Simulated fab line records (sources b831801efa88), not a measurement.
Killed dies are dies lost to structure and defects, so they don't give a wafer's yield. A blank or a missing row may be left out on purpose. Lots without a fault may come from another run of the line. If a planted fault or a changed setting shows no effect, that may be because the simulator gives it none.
What tool caused it? ; flow gf180mcu ; 42 wafers from 14 lots sampled at 5 of the route's 602 steps

== WHAT EACH GAUGE READ, for each wafer ==
GF_M5_OVL_MEAS_08. Usual: M5_OVL -3 nm, standard deviation 4.9.
lot;measured;on;M5_OVL (nm);flag
L653;day 27 01:02;overlay-01;-11 -2 -4;
L654;day 27 08:41;overlay-01;-6 -7 -8;
L657;day 28 07:25;overlay-01;-6 -3 -3;
L658;day 28 20:34;overlay-02;-7 -2 -1;
L659;day 28 22:23;overlay-02;3 5 -3;
L663;day 30 04:26;overlay-02;-4 -12 -6;
L665;day 30 19:01;overlay-02;1 -2 -9;
L667;day 31 06:35;overlay-01;0 -3 3;
L668;day 31 17:02;overlay-02;-10 -5 -10;
L669;day 31 19:47;overlay-02;-2 -2 -6;
L670;day 32 03:25;overlay-01;-10 -4 -1;
L671;day 32 09:49;overlay-02;-12 -20 -4;
L672;day 32 15:14;overlay-02;-6 -4 -7;
L674;day 33 00:13;overlay-01;-1 2 -4;

GF_V5_BOW_MEAS_05. Usual: V5_BOW 137 um, standard deviation 9.8.
lot;measured;on;V5_BOW (um);flag
L653;day 27 02:26;filmMetro-04;127 124 119;
L654;day 27 09:58;filmMetro-03;127 134 144;
L657;day 28 08:46;filmMetro-03;147 126 140;
L658;day 28 21:57;filmMetro-04;159 154 163 - - -;
L659;day 28 23:45;filmMetro-03;136 149 146 - - -;
L663;day 30 06:13;filmMetro-04;150 148 151;
L665;day 30 20:43;filmMetro-01;143 151 144;
L667;day 31 08:16;filmMetro-03;118 127 118;
L668;day 31 18:22;filmMetro-03;131 134 126;
L669;day 31 21:07;filmMetro-04;133 132 138;
L670;day 32 04:42;filmMetro-03;145 145 140;
L671;day 32 11:06;filmMetro-04;142 139 134;
L672;day 32 16:34;filmMetro-01;145 158 162;
L674;day 33 01:30;filmMetro-04;132 139 124;

GF_V5_OVL_MEAS_15. Usual: V5_OVL 1 nm, standard deviation 4.6.
lot;measured;on;V5_OVL (nm);flag
L653;day 27 22:21;overlay-02;3 1 2;
L654;day 28 06:20;overlay-02;3 2 6;
L657;day 29 03:56;overlay-02;-2 0 2;
L663;day 30 23:52;overlay-02;2 9 4;
L665;day 31 14:21;overlay-02;4 3 -5;
L667;day 32 01:28;overlay-01;-1 -2 3;
L668;day 32 10:52;overlay-01;-4 -5 -1;
L669;day 32 13:38;overlay-01;5 8 12;
L670;day 32 21:30;overlay-01;3 -1 4;
L671;day 33 03:35;overlay-02;4 -6 -5;
L672;day 33 09:05;overlay-02;5 11 12;
L674;day 33 17:04;overlay-01;3 -4 3;

== WHICH TOOL RAN EACH LOT (tool, then ch and the chambers of the sampled wafers, then the start) ==
lot;GF_MIM_SPUTTER_09;GF_V5_CMP_04
L653;pvdSputter-02, day 25 07:05;cmp-01 ch 1,2,3, day 27 02:13
L654;pvdSputter-03, day 25 14:58;cmp-02 ch 0,1, day 27 09:39
L657;pvdSputter-02, day 26 14:59;cmp-02 ch 0,3, day 28 08:25
L658;pvdSputter-03, day 27 03:29;cmp-02 ch 0,2,3, day 28 21:45
L659;pvdSputter-03, day 27 05:14;cmp-01 ch 1,2, day 28 23:25
L663;pvdSputter-01, day 28 14:19;cmp-01 ch 0,3, day 30 05:55
L665;pvdSputter-01, day 29 05:25;cmp-01 ch 1,2, day 30 20:23
L667;pvdSputter-01, day 29 17:59;cmp-01 ch 0,3, day 31 08:00
L668;pvdSputter-02, day 30 05:11;cmp-02 ch 0,2,3, day 31 18:04
L669;pvdSputter-03, day 30 08:05;cmp-02 ch 1,2, day 31 20:47
L670;pvdSputter-01, day 30 15:46;cmp-02 ch 0,1,2, day 32 04:23
L671;pvdSputter-01, day 30 22:10;cmp-01 ch 1,2,3, day 32 10:48
L672;pvdSputter-02, day 31 05:08;cmp-01 ch 0,3, day 32 16:12
L674;pvdSputter-01, day 31 14:56;cmp-02 ch 0,2,3, day 33 01:12
- GF_MIM_SPUTTER_09: material TiN, target thk 35 nm, time 29.2 s.
- GF_V5_CMP_04: polishes SiO2.

== WHAT THE TOOLS THEMSELVES READ (means of the sampled wafers that have a number; where no wafer has one, the mark that the record gives instead) ==
GF_MIM_SPUTTER_09. Usual: throttleValvePct reads 30.1 % (standard deviation 1.1).
lot;tool;throttleValvePct (%);flag
L653;pvdSputter-02;30.3;
L654;pvdSputter-03;30.0;
L657;pvdSputter-02;30.3;
L658;pvdSputter-03;30.1;
L659;pvdSputter-03;30.2;
L663;pvdSputter-01;29.9;
L665;pvdSputter-01;30.4;
L667;pvdSputter-01;29.8;
L668;pvdSputter-02;30.7;
L669;pvdSputter-03;29.6;
L670;pvdSputter-01;30.6;
L671;pvdSputter-01;29.6;
L672;pvdSputter-02;29.9;
L674;pvdSputter-01;30.1;

GF_V5_CMP_04. Usual: edgeZonePressureFrac 1.000, standard deviation 0.0046; headPressurePsi 4.000 psi, standard deviation 0.0083; motorCurrentA 12.0 A, standard deviation 0.95.
lot;tool;edgeZonePressureFrac;headPressurePsi (psi);motorCurrentA (A);flag
L653;cmp-01;0.999;4.007;12.3;
L654;cmp-02;0.999;4.004;11.8;
L657;cmp-02;0.999;4.001;10.6;
L658;cmp-02;-;-;-;OFF
L659;cmp-01;-;-;-;OFF
L663;cmp-01;1.002;3.995;13.1;
L665;cmp-01;1.004;3.997;12.2;
L667;cmp-01;0.998;3.993;12.7;
L668;cmp-02;0.998;4.003;11.1;
L669;cmp-02;0.997;4.006;12.6;
L670;cmp-02;1.000;4.002;11.9;
L671;cmp-01;1.004;4.005;12.4;
L672;cmp-01;1.005;4.013;12.6;
L674;cmp-02;1.001;3.995;11.1;

== THE ANSWER, worked out from the rows above alone ==
Rule: take the mean of a lot's wafers that have a number; if it is more than 3 standard deviations from the usual mean, the lot is off. Also off: a lot with no number at a reading for which 4 or more lots have one. Any other lot the step has rows for is counted as sound. First the gauges in route order, then the tools' own readings, where a lot's mean is used as printed above. At the first step where some lot is off, the reading lying furthest off is the one used; lots without a number count as furthest.
Off at GF_V5_CMP_04 (edgeZonePressureFrac): L658, L659. Without a number there: L658, L659.
If a tool, at that step or one of the process steps before it, ran each lot that is off and ran no sound lot following the first of them, it fits. No candidate that was tried fits.

== WHAT THE SIMULATOR PUT IN ==
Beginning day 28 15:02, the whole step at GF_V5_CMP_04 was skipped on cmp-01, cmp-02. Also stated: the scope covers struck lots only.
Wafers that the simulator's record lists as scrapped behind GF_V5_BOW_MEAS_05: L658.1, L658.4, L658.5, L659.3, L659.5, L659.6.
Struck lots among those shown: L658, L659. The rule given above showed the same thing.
